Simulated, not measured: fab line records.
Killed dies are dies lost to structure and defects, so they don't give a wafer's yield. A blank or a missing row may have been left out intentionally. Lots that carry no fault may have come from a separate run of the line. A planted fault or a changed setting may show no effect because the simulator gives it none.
What tool caused it? :: flow gf180mcu :: 12 lots, 36 wafers sampled, at 5 steps of a route of 602

## WHAT EACH GAUGE READ, for each wafer
GF_M4_RS_MEAS_05: a four-point-probe measurement.
lot: L136
measured: day 22 19:51
on: film_metro-02
M4_ALCU_RS (ohm/sq): 0.0695 0.0703 0.0697

lot: L139
measured: day 24 04:50
on: film_metro-04
M4_ALCU_RS (ohm/sq): 0.0698 0.0696 0.0695

lot: L140
measured: day 24 14:45
on: film_metro-04
M4_ALCU_RS (ohm/sq): 0.0696 0.0696 0.0709

lot: L141
measured: day 24 23:29
on: film_metro-04
M4_ALCU_RS (ohm/sq): 0.0676 0.0682 0.0671

lot: L142
measured: day 25 04:28
on: film_metro-01
M4_ALCU_RS (ohm/sq): 0.0677 0.0669 0.0680

lot: L144
measured: day 25 21:05
on: film_metro-01
M4_ALCU_RS (ohm/sq): 0.0700 0.0691 0.0686

lot: L146
measured: day 26 05:53
on: film_metro-04
M4_ALCU_RS (ohm/sq): 0.0691 0.0683 0.0693

lot: L154
measured: day 28 17:35
on: film_metro-04
M4_ALCU_RS (ohm/sq): 0.0714 0.0713 0.0699

lot: L155
measured: day 29 03:08
on: film_metro-02
M4_ALCU_RS (ohm/sq): 0.0683 0.0701 0.0682

lot: L156
measured: day 29 06:04
on: film_metro-01
M4_ALCU_RS (ohm/sq): 0.0704 0.0693 0.0700

lot: L157
measured: day 29 09:07
on: film_metro-04
M4_ALCU_RS (ohm/sq): 0.0696 0.0684 0.0689

lot: L158
measured: day 29 19:19
on: film_metro-02
M4_ALCU_RS (ohm/sq): 0.0698 0.0709 0.0702

GF_V4_CD_MEAS_14: target cd 260 nm.
lot: L136
measured: day 24 17:48
on: cd_sem-01
cd_nm (nm): 262.2 260.8 261.5

lot: L139
measured: day 26 02:02
on: cd_sem-02
cd_nm (nm): 259.0 261.2 261.0

lot: L140
measured: day 26 11:01
on: cd_sem-02
cd_nm (nm): 260.9 262.8 261.9

lot: L141
measured: day 26 18:59
on: cd_sem-01
cd_nm (nm): 259.9 257.9 259.4

lot: L142
measured: day 27 00:31
on: cd_sem-02
cd_nm (nm): 261.8 262.2 262.3

lot: L144
measured: day 27 14:55
on: cd_sem-02
cd_nm (nm): 251.4 250.6 251.0

lot: L146
measured: day 27 23:20
on: cd_sem-01
cd_nm (nm): 251.4 251.5 252.3

lot: L154
measured: day 30 07:31
on: cd_sem-02
cd_nm (nm): 260.1 261.1 260.6

lot: L155
measured: day 30 17:59
on: cd_sem-02
cd_nm (nm): 259.0 259.5 259.7

lot: L156
measured: day 30 20:35
on: cd_sem-02
cd_nm (nm): 259.4 259.3 259.0

lot: L157
measured: day 30 23:35
on: cd_sem-02
cd_nm (nm): 259.9 260.6 260.7

lot: L158
measured: day 31 09:40
on: cd_sem-02
cd_nm (nm): 261.9 261.0 262.2

GF_MIM_RS_MEAS_10: a four-point-probe measurement.
lot: L136
measured: day 24 20:05
on: film_metro-03
MIM_ALCU_RS (ohm/sq): 0.1567 0.1559 0.1581

lot: L139
measured: day 26 03:58
on: film_metro-02
MIM_ALCU_RS (ohm/sq): 0.1667 0.1660 0.1570

lot: L140
measured: day 26 12:58
on: film_metro-03
MIM_ALCU_RS (ohm/sq): 0.1585 0.1598 0.1583

lot: L141
measured: day 26 20:57
on: film_metro-01
MIM_ALCU_RS (ohm/sq): 0.1585 0.1582 0.1571

lot: L142
measured: day 27 02:27
on: film_metro-03
MIM_ALCU_RS (ohm/sq): 0.1584 0.1578 0.1630

lot: L144
measured: day 27 16:50
on: film_metro-02
MIM_ALCU_RS (ohm/sq): 0.1655 0.1604 0.1603

lot: L146
measured: day 28 01:15
on: film_metro-01
MIM_ALCU_RS (ohm/sq): 0.1589 0.1583 0.1606

lot: L154
measured: day 30 09:26
on: film_metro-03
MIM_ALCU_RS (ohm/sq): 0.1647 0.1586 0.1649

lot: L155
measured: day 30 20:15
on: film_metro-02
MIM_ALCU_RS (ohm/sq): 0.1555 0.1621 0.1565

lot: L156
measured: day 30 22:52
on: film_metro-02
MIM_ALCU_RS (ohm/sq): 0.1581 0.1588 0.1637

lot: L157
measured: day 31 01:30
on: film_metro-01
MIM_ALCU_RS (ohm/sq): 0.1654 0.1576 0.1658

lot: L158
measured: day 31 11:35
on: film_metro-01
MIM_ALCU_RS (ohm/sq): 0.1600 0.1612 0.1579

## EACH LOT AND THE TOOL THAT RAN IT (in order: tool; ch and the chambers of the sampled wafers; start)
lot: L136
GF_M4_SPUTTER_01: pvd_sputter-01, day 22 19:43
GF_V4_PEB_12: litho_track-02 ch 0, day 24 17:28

lot: L139
GF_M4_SPUTTER_01: pvd_sputter-04, day 24 04:40
GF_V4_PEB_12: litho_track-02 ch 0, day 26 01:44

lot: L140
GF_M4_SPUTTER_01: pvd_sputter-04, day 24 14:37
GF_V4_PEB_12: litho_track-04 ch 0, day 26 10:41

lot: L141
GF_M4_SPUTTER_01: pvd_sputter-01, day 24 23:20
GF_V4_PEB_12: litho_track-03 ch 0, day 26 18:39

lot: L142
GF_M4_SPUTTER_01: pvd_sputter-01, day 25 04:19
GF_V4_PEB_12: litho_track-02 ch 0, day 27 00:11

lot: L144
GF_M4_SPUTTER_01: pvd_sputter-03, day 25 20:55
GF_V4_PEB_12: litho_track-02 ch 0, day 27 14:35

lot: L146
GF_M4_SPUTTER_01: pvd_sputter-01, day 26 05:46
GF_V4_PEB_12: litho_track-02 ch 0, day 27 22:59

lot: L154
GF_M4_SPUTTER_01: pvd_sputter-04, day 28 17:26
GF_V4_PEB_12: litho_track-03 ch 0, day 30 07:10

lot: L155
GF_M4_SPUTTER_01: pvd_sputter-01, day 29 02:57
GF_V4_PEB_12: litho_track-02 ch 0, day 30 17:41

lot: L156
GF_M4_SPUTTER_01: pvd_sputter-04, day 29 05:56
GF_V4_PEB_12: litho_track-03 ch 0, day 30 20:14

lot: L157
GF_M4_SPUTTER_01: pvd_sputter-03, day 29 08:59
GF_V4_PEB_12: litho_track-02 ch 0, day 30 23:14

lot: L158
GF_M4_SPUTTER_01: pvd_sputter-04, day 29 19:09
GF_V4_PEB_12: litho_track-02 ch 0, day 31 09:17
- GF_M4_SPUTTER_01: material TiN, target thk 30 nm, time 25 s.
- GF_V4_PEB_12: peb time 90 s.

## AS READ BY THE TOOLS THEMSELVES (means over the sampled wafers that have a number; for cases with no such wafer, the mark the record gives instead)
GF_M4_SPUTTER_01.
lot: L136
tool: pvd_sputter-01
throttle_valve_pct (%): 30.1

lot: L139
tool: pvd_sputter-04
throttle_valve_pct (%): 29.8

lot: L140
tool: pvd_sputter-04
throttle_valve_pct (%): 29.9

lot: L141
tool: pvd_sputter-01
throttle_valve_pct (%): 30.8

lot: L142
tool: pvd_sputter-01
throttle_valve_pct (%): 30.2

lot: L144
tool: pvd_sputter-03
throttle_valve_pct (%): 29.3

lot: L146
tool: pvd_sputter-01
throttle_valve_pct (%): 30.4

lot: L154
tool: pvd_sputter-04
throttle_valve_pct (%): 29.8

lot: L155
tool: pvd_sputter-01
throttle_valve_pct (%): 30.6

lot: L156
tool: pvd_sputter-04
throttle_valve_pct (%): 30.2

lot: L157
tool: pvd_sputter-03
throttle_valve_pct (%): 29.9

lot: L158
tool: pvd_sputter-04
throttle_valve_pct (%): 30.0

GF_V4_PEB_12.
lot: L136
tool: litho_track-02
exhaust_pa (Pa): 44.0
heater_power_total_W (W): 85.76

lot: L139
tool: litho_track-02
exhaust_pa (Pa): 44.7
heater_power_total_W (W): 85.71

lot: L140
tool: litho_track-04
exhaust_pa (Pa): 44.4
heater_power_total_W (W): 85.71

lot: L141
tool: litho_track-03
exhaust_pa (Pa): 45.5
heater_power_total_W (W): 85.68

lot: L142
tool: litho_track-02
exhaust_pa (Pa): 44.8
heater_power_total_W (W): 85.75

lot: L144
tool: litho_track-02
exhaust_pa (Pa): 45.7
heater_power_total_W (W): 93.86

lot: L146
tool: litho_track-02
exhaust_pa (Pa): 45.2
heater_power_total_W (W): 93.83

lot: L154
tool: litho_track-03
exhaust_pa (Pa): 44.5
heater_power_total_W (W): 85.71

lot: L155
tool: litho_track-02
exhaust_pa (Pa): 44.4
heater_power_total_W (W): 85.60

lot: L156
tool: litho_track-03
exhaust_pa (Pa): 45.4
heater_power_total_W (W): 85.73

lot: L157
tool: litho_track-02
exhaust_pa (Pa): 45.9
heater_power_total_W (W): 85.73

lot: L158
tool: litho_track-02
exhaust_pa (Pa): 45.5
heater_power_total_W (W): 85.82

## THE ANSWER, worked out from the rows above alone
Rule: the lots themselves supply what counts as usual. Put in order of their means at a reading, lots are off if they are a third of the lots or fewer, leave a main group of 4 or more, and stand apart from it by a gap of 3 or more times the standard deviation of the main group's means; of several such gaps the widest counts. A main group is skipped when, at the precision printed for the reading in the tables above, its means are all equal. Also off: a lot with no number at a reading for which 4 or more lots have one. The other lots that the step has rows for count as sound. The gauges are gone through in route order, then the tools' own readings, and for those a lot's mean is taken as printed above. At the first step where some lot is off, the reading lying furthest off is the one used; lots without a number count as furthest.
Off, at GF_V4_CD_MEAS_14 on cd_nm: L144, L146. Main group: mean 260.6 nm, sd 1.1.
A tool fits if, at a process step before that reading, it ran every lot that is off, and no sound lot after the first of them. The gauges at GF_V4_CD_MEAS_14 aren't tried: what is off there is off at GF_V4_PEB_12 too, on other tools, and a gauge's error can't cause that. Not one of the candidates tried fits.

## WHAT THE SIMULATOR PUT IN
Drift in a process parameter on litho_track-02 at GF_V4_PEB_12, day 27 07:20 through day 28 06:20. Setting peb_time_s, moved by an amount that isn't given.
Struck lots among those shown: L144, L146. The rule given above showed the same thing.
